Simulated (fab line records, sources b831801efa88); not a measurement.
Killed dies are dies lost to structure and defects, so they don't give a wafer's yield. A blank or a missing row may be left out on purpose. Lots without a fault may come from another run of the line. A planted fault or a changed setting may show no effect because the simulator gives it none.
One fault seen from 2 desks | flow sky130 | each desk has only its own numbers; what lay behind them comes last

THE TOOL OWNER'S DESK: pvd_sputter-03
The tool's own readings at SKY_METAL4_SPUTTER_02 (material AlCu, target thk 735 nm, time 39.1 s): means of the sampled wafers that have a number, for each lot that ran on this tool. A lot is out of limits, marked OUT, if its mean lies more than 4 standard deviations from the usual mean; the brackets give that distance.
Columns: A = throttle_valve_pct at SKY_METAL4_SPUTTER_02, usual 30.1 %
lot  | first seen here | A
L713 | day 39 11:35    | 29.7
L716 | day 40 09:54    | 30.1
L720 | day 41 20:34    | 30.2
L724 | day 43 03:05    | 30.2
L723 | day 43 04:26    | 29.6
L725 | day 43 13:48    | 29.8
L733 | day 45 05:17    | 30.3
L734 | day 45 12:04    | 30.1
L735 | day 45 19:54    | 30.3
This desk's finding: nothing out of limits on any of the 9 lots.

THE METROLOGY DESK
What the gauges read, lot by lot, whatever tool the lot ran on: means of the sampled wafers that have a number. A lot is out of limits, marked OUT, if its mean lies more than 4 standard deviations from the usual mean; the brackets give that distance.
Columns: A = cd_nm at SKY_VIA3_CD_MEAS_12, usual 200.2 nm
lot  | first seen here | A
L713 | day 39 09:58    | 202.4
L716 | day 40 07:53    | 201.0
L717 | day 40 18:04    | 200.7
L719 | day 41 07:38    | 201.5
L720 | day 41 18:55    | 198.8
L721 | day 42 13:01    | 198.8
L724 | day 43 01:31    | 198.0
L723 | day 43 02:53    | 199.4
L725 | day 43 12:14    | 198.5
L733 | day 45 03:33    | 197.7
L734 | day 45 10:32    | 202.2
L735 | day 45 17:55    | 199.3
This desk's finding: nothing out of limits on any of the 12 lots.

PUT TOGETHER
The tool owner's desk saw nothing out of limits.
The metrology desk saw nothing out of limits.

WHAT THE SIMULATOR HAD PUT IN
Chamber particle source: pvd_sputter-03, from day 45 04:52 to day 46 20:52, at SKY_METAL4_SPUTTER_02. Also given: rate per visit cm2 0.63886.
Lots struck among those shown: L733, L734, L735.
